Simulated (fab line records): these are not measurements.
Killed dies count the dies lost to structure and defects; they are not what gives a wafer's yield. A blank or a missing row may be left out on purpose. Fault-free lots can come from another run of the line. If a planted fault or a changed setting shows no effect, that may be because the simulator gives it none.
Matching of chambers | flow sky130 | SKY_VIA3_CMP_02 on cmp-01 has 4 sister chambers
The step polishes SiO2. 18 wafers are shown with their chamber, then 9 later ones without.

WAFERS PAIRED WITH THEIR CHAMBERS
wafer  | chamber | motorCurrentA (A) | retainingRingPressureFrac | headPressurePsi (psi)
L604.1 | 0       | 13.5              | 0.995                     | 4.017
L604.4 | 1       | 13.9              | 0.994                     | 3.999
L604.6 | 3       | 12.4              | 1.000                     | 3.991
L607.2 | 1       | 15.1              | 0.997                     | 4.018
L607.3 | 3       | 12.3              | 1.006                     | 4.002
L607.5 | 2       | 12.1              | 1.005                     | 4.003
L610.1 | 1       | 15.2              | 0.995                     | 3.993
L610.4 | 2       | 12.2              | 1.000                     | 4.009
L610.5 | 0       | 13.0              | 0.997                     | 3.993
L612.1 | 3       | 12.5              | 0.997                     | 4.003
L612.2 | 1       | 14.9              | 1.001                     | 3.977
L612.4 | 2       | 12.7              | 1.000                     | 4.004
L614.2 | 2       | 12.0              | 1.000                     | 4.007
L614.3 | 0       | 13.4              | 1.003                     | 4.008
L614.4 | 1       | 14.7              | 1.005                     | 4.013
L615.1 | 2       | 12.3              | 0.999                     | 4.001
L615.4 | 1       | 14.6              | 1.003                     | 3.993
L615.5 | 0       | 13.4              | 0.996                     | 3.992

SIGNATURES, as means of the wafers listed above
reading                   | chamber 0 | chamber 1 | chamber 2 | chamber 3 | scatter within a chamber
motorCurrentA             | 13.325    | 14.733    | 12.260    | 12.400    | 0.333
retainingRingPressureFrac | 0.99775   | 0.99917   | 1.00080   | 1.00100   | 0.00382
headPressurePsi           | 4.00250   | 3.99883   | 4.00480   | 3.99867   | 0.011
Rule: for a wafer and a chamber, the distance is found by dividing, reading by reading, the gap between the wafer's reading and the chamber's mean by the reading's scatter, squaring, summing and taking the root. If the next closest chamber is less than 2 further off than the closest, the wafer can't be placed; otherwise it belongs to the closest. The scatter: take each reading less its chamber's mean, square it, sum over the shown wafers, divide by the number of wafers less the number of chambers, and take the root.

WAFERS WITH NO CHAMBER GIVEN
wafer  | motorCurrentA (A) | retainingRingPressureFrac | headPressurePsi (psi)
L617.1 | 12.9              | 0.999                     | 3.996
L617.2 | 13.0              | 1.005                     | 4.005
L617.5 | 12.5              | 0.999                     | 3.993
L621.1 | 13.4              | 1.006                     | 3.987
L621.3 | 14.9              | 0.997                     | 3.999
L621.5 | 13.7              | 1.007                     | 4.002
L627.2 | 12.6              | 0.997                     | 4.012
L627.4 | 13.2              | 0.999                     | 3.996
L627.5 | 14.2              | 0.994                     | 4.009

WHICH CHAMBER EACH ONE RAN IN
wafer  | from the rows above               | in truth
L617.1 | can't be placed: 0 or 3 or 2      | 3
L617.2 | can't be placed: 0 or 3 or 2      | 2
L617.5 | can't be placed: 3 or 2 or 0      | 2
L621.1 | can't be placed: 0 or 3 or 2 or 1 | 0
L621.3 | 1                                 | 1
L621.5 | can't be placed: 0 or 1 or 3 or 2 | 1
L627.2 | can't be placed: 2 or 3 or 0      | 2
L627.4 | can't be placed: 0 or 3           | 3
L627.5 | can't be placed: 1 or 0           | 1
Placed correctly: 1 of 9. Cannot be placed on the basis of these rows: 8; the candidates contain the true chamber in 8. 0 placed wrongly.
